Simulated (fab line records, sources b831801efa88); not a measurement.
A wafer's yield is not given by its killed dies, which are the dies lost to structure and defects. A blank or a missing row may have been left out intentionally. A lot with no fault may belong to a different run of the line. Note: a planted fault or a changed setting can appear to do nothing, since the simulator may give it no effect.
fab line records	flow sky130
record lots=7	wafers=21	lastDay=49
route steps=708 shown LI_CONTACT@371
lots that met no fault: taken from a fault-free run of the same line
startH: start of the lot's first displayed wafer, in hours after the record's first day	waitH: time in hours since the lot's previous step	" unchanged from the row above	L1.1+2: a row that stands for several wafers	- no value, or no start was given	* or withheld: withheld	< > ~ a bound
route shown NAME@n: names a module that has steps shown in the file, with the first one's number in the route	usual: mean/standard deviation taken from wafers without a fault	same: alike in all rows	chamber/n: place in a boat	sites: per-site readings	_std_site: how widely they spread, as a standard deviation	_edge_site: outer sites' mean less inner sites'	radiusMm: how far each site lies from the wafer's centre	mask NAME#n: copy n	behind: the most recent tool/chamber to have shaped the wafer	hold: why the lot went on hold/how many hours it stayed there/how the hold came to an end	device: names the non-switching transistor (n, p or np)	end of line: the tests these same wafers got at the end of their route	a step given without rows: its recipe and nothing more	killed: dies that structure and defects cost at the first sort, which is not the same as the wafer's yield	map: a wafer's dies, marking killed ones x, the rest . and places with no die _
set.NAME: the run value of the setting; set.NAME@STEP: its run value at that earlier step	model.NAME: the simulator's own value behind a step, which no gauge read
lots at selected steps of the route; one table per step, one row per wafer
services: a tool's chamber out of use, with start hour (startH, from the record's first day; less than 0 if before it), hours out, and reason
## steps
# step SKY_LI_CONTACT_EXPOSE_09
# recipe maskId=LICM1	na=0.8	sourceShape=annular	sigmaInner=0.55	sigmaOuter=0.85	targetCdNm=170	doseMj=38
# step SKY_LI_CONTACT_PEB_10
# recipe pebTempC=withheld	pebTimeS=withheld	resist=KrF-thick
# step SKY_LI_CONTACT_DEVELOP_11
# recipe developTimeS=60	resist=KrF-thick	devTempC=21
# step SKY_LI_CONTACT_CD_MEAS_12
# recipe targetCdNm=170
# usual cdNm=170.5/1.4
lot.wafer	tool	chamber	startH	waitH	cdNm
L109.4	cdSem-01	-	685.65	-	168.9
L109.5	"	-	"	"	169.0
L109.6	"	-	"	"	169.0
L113.1	cdSem-01	-	701.49	-	171.9
L113.3	"	-	"	"	171.1
L113.5	"	-	"	"	171.1
L115.1	cdSem-01	-	724.15	-	172.0
L115.4	"	-	"	"	171.0
L115.5	"	-	"	"	172.3
L116.1	cdSem-01	-	736.20	-	171.0
L116.5	"	-	"	"	170.3
L116.6	"	-	"	"	171.3
L120.1	cdSem-01	-	780.04	-	173.6
L120.5	"	-	"	"	174.0
L120.6	"	-	"	"	174.2
L125.3	cdSem-02	-	807.15	-	172.1
L125.4	"	-	"	"	172.4
L125.6	"	-	"	"	172.4
L127.1	cdSem-01	-	818.80	-	170.0
L127.2	"	-	"	"	170.0
L127.5	"	-	"	"	169.5
# step SKY_LI_CONTACT_OVL_MEAS_13
# usual LI_CONTACT_OVL=1/5.8
lot.wafer	tool	chamber	startH	waitH	LI_CONTACT_OVL[nm]
L109.4	overlay-01	-	685.73	0.1	6
L109.5	"	-	"	"	1
L109.6	"	-	"	"	0
L113.1	overlay-02	-	701.61	0.1	3
L113.3	"	-	"	"	1
L113.5	"	-	"	"	0
L115.1	overlay-01	-	724.27	0.1	7
L115.4	"	-	"	"	0
L115.5	"	-	"	"	6
L116.1	overlay-01	-	736.32	0.1	0
L116.5	"	-	"	"	-4
L116.6	"	-	"	"	-2
L120.1	overlay-01	-	780.16	0.1	2
L120.5	"	-	"	"	3
L120.6	"	-	"	"	0
L125.3	overlay-02	-	807.25	0.1	7
L125.4	"	-	"	"	-2
L125.6	"	-	"	"	6
L127.1	overlay-02	-	818.92	0.1	2
L127.2	"	-	"	"	3
L127.5	"	-	"	"	6
# step SKY_LI_CONTACT_ETCH_14
# recipe chemistry=N2/H2	target=BARC	ionEnergyEv=200	sourceW=500	biasW=100	pressureMtorr=30	n2FlowSccm=100	h2FlowSccm=200	stopOn=SiO2	timeS=45.9	targetDepthA=600
# usual drypumpMotorCurrentA=5.8/0.33	oesProductAu=0.855/0.0047	rfFwdPowerW=495.3/2.4	throttleValvePct=13.225/0.0094
# same timeS=45.9
lot.wafer	tool	chamber	startH	waitH	drypumpMotorCurrentA	oesProductAu	rfFwdPowerW	rfHoursCounterH	throttleValvePct
L109.4	rieDiel-04	1	685.74	0.0	6.1	0.858	497.3	48	13.231
L109.5	"	2	"	"	5.4	0.848	497.4	-	13.219
L109.6	"	1	"	"	6.1	0.851	495.7	-	13.202
L113.1	rieDiel-04	0	701.64	0.0	5.5	0.865	495.1	11	13.240
L113.3	"	1	"	"	6.1	0.850	498.2	48	13.229
L113.5	"	2	"	"	5.4	0.846	496.7	-	13.222
L115.1	rieDiel-03	3	724.31	0.0	6.2	0.856	494.7	19	13.210
L115.4	"	1	"	"	5.8	0.856	495.3	-	13.217
L115.5	"	3	"	"	6.2	0.851	493.7	-	13.222
L116.1	rieDiel-03	2	736.36	0.0	6.2	0.864	495.6	12	13.224
L116.5	"	1	"	"	5.8	0.856	496.6	-	13.203
L116.6	"	2	"	"	6.2	0.860	495.0	-	13.234
L120.1	rieDiel-02	0	780.20	0.0	5.5	0.854	498.0	2	13.240
L120.5	"	2	"	"	5.8	0.843	494.6	-	13.223
L120.6	"	1	"	"	5.7	0.856	494.5	-	13.229
L125.3	rieDiel-02	0	807.27	0.0	5.5	0.859	495.3	3	13.215
L125.4	"	1	"	"	5.6	0.853	496.4	32	13.225
L125.6	"	1	"	"	5.6	0.858	496.6	-	13.217
L127.1	rieDiel-02	3	818.96	0.0	5.9	0.867	489.8	4	13.209
L127.2	"	0	"	"	5.5	0.861	498.8	3	13.240
L127.5	"	3	"	"	5.9	0.856	490.8	-	13.227
# step SKY_LI_CONTACT_ETCH_15
# recipe target=PSG	chemistry=C4F8/O2/Ar	stopOn=Si	taperDeg=4.15	maskMaterial=KrF-thick	sourceW=1500	biasW=1200	pressureMtorr=40	c4f8FlowSccm=withheld	O2_flow_sccm=6	Ar_flow_sccm=300	timeS=withheld	targetDepthA=6000
# usual oesProductAu=0.837/0.0047	rfFwdPowerW=1493/5.5
lot.wafer	tool	chamber	startH	waitH	oesProductAu	rfFwdPowerW
L109.4	rieDiel-04	1	685.79	0.0	0.833	1486
L109.5	"	2	"	"	0.836	1496
L109.6	"	1	"	"	0.827	1483
L113.1	rieDiel-04	0	701.69	0.0	0.832	1494
L113.3	"	1	"	"	0.839	1497
L113.5	"	2	"	"	0.844	1500
L115.1	rieDiel-03	3	724.35	0.0	0.848	1493
L115.4	"	1	"	"	0.844	1500
L115.5	"	3	"	"	0.831	1494
L116.1	rieDiel-03	2	736.40	0.0	0.837	1490
L116.5	"	1	"	"	0.839	1488
L116.6	"	2	"	"	0.829	1496
L120.1	rieDiel-02	0	780.24	0.0	0.840	1498
L120.5	"	2	"	"	0.837	1496
L120.6	"	1	"	"	0.837	1495
L125.3	rieDiel-02	0	807.31	0.0	0.840	1495
L125.4	"	1	"	"	0.836	1495
L125.6	"	1	"	"	0.837	1500
L127.1	rieDiel-02	3	819.00	0.0	0.832	1480
L127.2	"	0	"	"	0.844	1491
L127.5	"	3	"	"	0.835	1489
# step SKY_LI_CONTACT_STRIP_16
# recipe chemistry=O2/N2	powerW=1400	pressureMtorr=1500	platenTempC=withheld	o2FlowSccm=3000	n2FlowSccm=300	overashFraction=0.5
# usual drypumpMotorCurrentA=5.5/0.3	oesProductAu=0.377/0.0049	stripTimeToEndpointS=3.52/0.043
lot.wafer	tool	chamber	startH	waitH	drypumpMotorCurrentA	oesProductAu	rfHoursCounterH	stripTimeToEndpointS
L109.4	plasmaAsher-03	1	685.91	-	5.2	0.379	-	3.53
L109.5	"	1	"	"	5.2	0.378	-	3.53
L109.6	"	0	"	"	5.4	0.380	-	3.51
L113.1	plasmaAsher-02	0	701.77	-	6.0	0.379	98	3.56
L113.3	"	0	"	"	6.0	0.377	-	3.51
L113.5	"	0	"	"	6.0	0.378	-	3.53
L115.1	plasmaAsher-01	0	724.44	-	5.3	0.377	29	3.49
L115.4	"	1	"	"	5.8	0.376	-	3.51
L115.5	"	1	"	"	5.8	0.372	-	3.50
L116.1	plasmaAsher-01	1	736.55	-	5.8	0.380	31	3.55
L116.5	"	1	"	"	5.8	0.380	-	3.50
L116.6	"	0	"	"	5.4	0.382	-	3.54
L120.1	plasmaAsher-01	0	780.32	-	5.4	0.374	34	3.45
L120.5	"	1	"	"	5.8	0.368	-	3.48
L120.6	"	0	"	"	5.3	0.375	-	3.49
L125.3	plasmaAsher-01	0	807.43	-	5.4	0.378	-	3.45
L125.4	"	1	"	"	5.9	0.379	-	3.50
L125.6	"	0	"	"	5.3	0.368	-	3.47
L127.1	plasmaAsher-03	0	819.09	-	5.4	0.376	97	3.47
L127.2	"	1	"	"	5.2	0.378	97	3.50
L127.5	"	1	"	"	5.2	0.379	-	3.51
# step SKY_LI_CONTACT_CLEAN_17
# recipe chemistry=NMP	timeS=600	tempC=60	dry=n2Spin
# step SKY_LI_CONTACT_PRE_CLEAN_18
# recipe gas=Ar	timeS=5.6	biasV=358
# step SKY_LI_CONTACT_SPUTTER_19
# recipe material=Ti	targetThkNm=20	chamberPressurePa=5	powerW=2500	substrateTempC=200	timeS=106.37
# step SKY_LI_CONTACT_SPUTTER_20
# recipe material=TiN	targetThkNm=20	chamberPressurePa=5	powerW=4000	timeS=80
# usual chamberPressurePa=5.000/0.01	throttleValvePct=29.6/0.94
# same timeS=80
lot.wafer	tool	chamber	startH	waitH	chamberPressurePa	throttleValvePct
L109.4	pvdSputter-04	-	686.24	0.0	5.018	31.5
L109.5	"	-	"	"	4.997	29.6
L109.6	"	-	"	"	5.013	29.4
L113.1	pvdSputter-01	-	702.14	0.0	5.010	29.8
L113.3	"	-	"	"	4.997	30.9
L113.5	"	-	"	"	4.982	30.7
L115.1	pvdSputter-02	-	724.81	0.0	5.002	28.6
L115.4	"	-	"	"	4.981	28.9
L115.5	"	-	"	"	5.009	28.4
L116.1	pvdSputter-02	-	736.92	0.0	5.016	28.6
L116.5	"	-	"	"	4.991	28.8
L116.6	"	-	"	"	5.011	28.2
L120.1	pvdSputter-04	-	780.69	0.0	5.001	29.8
L120.5	"	-	"	"	5.002	29.2
L120.6	"	-	"	"	4.990	31.6
L125.3	pvdSputter-01	-	807.79	0.0	5.000	29.8
L125.4	"	-	"	"	5.005	30.3
L125.6	"	-	"	"	4.999	29.7
L127.1	pvdSputter-02	-	819.47	0.0	5.002	28.6
L127.2	"	-	"	"	4.997	28.3
L127.5	"	-	"	"	5.008	28.6
# step SKY_LI_CONTACT_CVD_21
# recipe material=W	targetThkNm=400	timeS=120.56	tempC=400	pressureTorr=40
# usual chamberPressureTorr=40.00/0.089	heaterPowerW=876/120
# same timeS=120.56
lot.wafer	tool	chamber	startH	waitH	chamberPressureTorr	heaterPowerW	model.W_of_LI_CONTACT_CVD_21.thkNm
L109.4	cvdW-02	0	686.35	0.1	40.05	749	399.6
L109.5	"	1	"	"	40.10	794	394.1
L109.6	"	0	"	"	39.95	793	403.1
L113.1	cvdW-02	1	702.20	0.0	31.18	805	347.7
L113.3	"	1	"	"	31.23	792	348.8
L113.5	"	1	"	"	31.18	787	351.7
L115.1	cvdW-02	0	724.87	0.0	31.19	774	354.7
L115.4	"	1	"	"	31.04	790	355.9
L115.5	"	0	"	"	31.19	776	358.7
L116.1	cvdW-02	0	736.98	0.0	31.30	779	358.8
L116.5	"	1	"	"	31.18	785	354
L116.6	"	0	"	"	31.42	772	361.2
L120.1	cvdW-01	1	780.75	0.0	40.03	1073	396.5
L120.5	"	0	"	"	39.95	983	400.8
L120.6	"	1	"	"	40.06	1074	398.2
L125.3	cvdW-01	1	807.89	0.1	40.05	1068	400
L125.4	"	0	"	"	39.94	979	399.9
L125.6	"	1	"	"	39.89	1106	397.4
L127.1	cvdW-02	0	819.53	0.0	40.18	812	406
L127.2	"	1	"	"	39.99	805	398.4
L127.5	"	1	"	"	39.97	790	394
# step SKY_LI_CONTACT_RS_MEAS_22
# recipe thkMeasGauge=four-point-probe	reads=W_of_LI_CONTACT_CVD_21+TiN_of_LI_CONTACT_SPUTTER_20+Ti_of_LI_CONTACT_SPUTTER_19
# usual LI_CONTACT_W_RS=0.2846/0.0028
lot.wafer	tool	chamber	startH	waitH	LI_CONTACT_W_RS[ohm/sq]
L109.4	filmMetro-04	-	686.49	0.1	0.2855
L109.5	"	-	"	"	0.2897
L109.6	"	-	"	"	0.2826
L113.1	filmMetro-04	-	702.33	0.1	0.3279
L113.3	"	-	"	"	0.3266
L113.5	"	-	"	"	0.3250
L115.1	filmMetro-02	-	724.99	0.1	0.3209
L115.4	"	-	"	"	0.3201
L115.5	"	-	"	"	0.3178
L116.1	filmMetro-04	-	737.11	0.1	0.3179
L116.5	"	-	"	"	0.3226
L116.6	"	-	"	"	0.3163
L120.1	filmMetro-03	-	780.88	0.1	0.2882
L120.5	"	-	"	"	0.2847
L120.6	"	-	"	"	0.2862
L125.3	filmMetro-02	-	808.01	0.1	0.2841
L125.4	"	-	"	"	0.2844
L125.6	"	-	"	"	0.2857
L127.1	filmMetro-02	-	819.66	0.1	0.2803
L127.2	"	-	"	"	0.2854
L127.5	"	-	"	"	0.2888
# step SKY_LI_CONTACT_THK_MEAS_23
# recipe thkMeasGauge=xrf	reads=W_of_LI_CONTACT_CVD_21
# usual LI_CONTACT_W_THK=403/5.8
lot.wafer	tool	chamber	startH	waitH	LI_CONTACT_W_THK[nm]
L109.4	filmMetro-04	-	686.58	0.1	403
L109.5	"	-	"	"	396
L109.6	"	-	"	"	406
L113.1	filmMetro-04	-	702.45	0.1	348
L113.3	"	-	"	"	351
L113.5	"	-	"	"	354
L115.1	filmMetro-02	-	725.11	0.1	353
L115.4	"	-	"	"	355
L115.5	"	-	"	"	359
L116.1	filmMetro-04	-	737.23	0.1	365
L116.5	"	-	"	"	363
L116.6	"	-	"	"	370
L120.1	filmMetro-03	-	781.00	0.1	397
L120.5	"	-	"	"	406
L120.6	"	-	"	"	404
L125.3	filmMetro-02	-	808.11	0.1	400
L125.4	"	-	"	"	399
L125.6	"	-	"	"	400
L127.1	filmMetro-02	-	819.78	0.1	403
L127.2	"	-	"	"	391
L127.5	"	-	"	"	389
# step SKY_LI_CONTACT_CMP_24
# recipe stopOn=PSG	tOverpolishS=20	downForcePsi=3.5	platenRpm=60	targetThkNm=0	padVelocityMS=0.94248
# usual motorCurrentA=10.8/1.1	timeToEndpointS=96/4.2
lot.wafer	tool	chamber	startH	waitH	motorCurrentA	timeToEndpointS
L109.4	cmp-01	0	686.73	0.1	12.0	102
L109.5	"	3	"	"	11.2	98
L109.6	"	0	"	"	11.4	104
L113.3	cmp-02	0	702.56	0.1	9.8	85
L113.1	"	2	"	"	11.4	85
L113.5	"	3	"	"	10.0	82
L115.4	cmp-01	1	725.22	0.1	9.2	84
L115.1	"	3	"	"	11.8	90
L115.5	"	1	"	"	10.1	87
L116.1	cmp-01	1	737.29	0.1	9.5	87
L116.5	"	1	"	"	9.7	85
L116.6	"	2	"	"	9.9	91
L120.1	cmp-02	1	781.21	0.2	9.6	96
L120.5	"	2	"	"	11.1	94
L120.6	"	3	"	"	9.8	93
L125.3	cmp-01	0	808.15	0.0	11.5	96
L125.4	"	3	"	"	12.2	92
L125.6	"	0	"	"	11.9	95
L127.1	cmp-01	3	819.84	0.1	12.5	99
L127.2	"	1	"	"	10.1	91
L127.5	"	0	"	"	11.8	94
## services
tool	chamber	startH	hours	kind
rieDiel-02	-	672.59	2.8	pm
cmp-01	-	674.99	3.4	repair
cmp-01	-	679.41	2.8	repair
cvdW-02	-	693.84	2.8	pm
rieDiel-03	1	696.11	4.6	repair
rieDiel-03	-	697.69	0.2	repair
rieDiel-04	1	707.93	49.0	repair
rieDiel-04	3	712.45	4.3	repair
plasmaAsher-01	-	719.50	1.9	repair
cmp-01	-	719.73	0.6	repair
rieDiel-03	0	720.37	8.6	repair
rieDiel-02	3	730.94	8.2	repair
plasmaAsher-01	-	742.75	2.8	pm
cmp-01	-	744.83	4.0	pm
rieDiel-04	-	745.15	1.4	repair
plasmaAsher-01	-	746.89	2.0	repair
cvdW-02	-	747.47	0.7	repair
rieDiel-02	0	749.66	1.3	repair
plasmaAsher-01	-	762.29	11.0	pm
rieDiel-03	-	793.81	2.8	pm
rieDiel-04	2	799.75	5.8	repair
rieDiel-02	3	801.68	1.6	repair
rieDiel-02	-	803.86	1.3	repair
cmp-01	-	814.98	0.9	repair
## key
firstSign step=SKY_LI_CONTACT_CVD_21	reading=chamberPressureTorr	direction=down	sigmas=98	usual=40.00	struck=31.21
effect step=SKY_LI_CONTACT_RS_MEAS_22	reading=LI_CONTACT_W_RS	direction=up	sigmas=13	usual=0.2846	struck=0.3217
effect step=SKY_LI_CONTACT_THK_MEAS_23	reading=LI_CONTACT_W_THK	direction=down	sigmas=7.8	usual=403	struck=358
modelEffect step=SKY_LI_CONTACT_CVD_21	value=W_of_LI_CONTACT_CVD_21.thkNm	without=401.1	struck=354.6
metAt SKY_LI_CONTACT_CVD_21
struckWafers L113.1,L113.3,L113.5,L115.1,L115.4,L115.5,L116.1,L116.5,L116.6
testerLeftOut L113,L115,L116
onsetBetween 686.35 702.20
fault kind=processParameterDrift	tool=cvdW-02	chamber=-	onsetH=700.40	steps=SKY_LI_CONTACT_CVD_21	channel=pressureTorr	offset=-8.7788	shape=step	endH=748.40	actsIn=theseRecipesOnly	stated=40
# testerLeftOut: of these lots the tester's yield and bins aren't shown, on N5 and GAA mostly nor the transistor test; their killed dies are dies lost to structure and defects alone, not to doping, threshold or leakage, so they don't give the yield
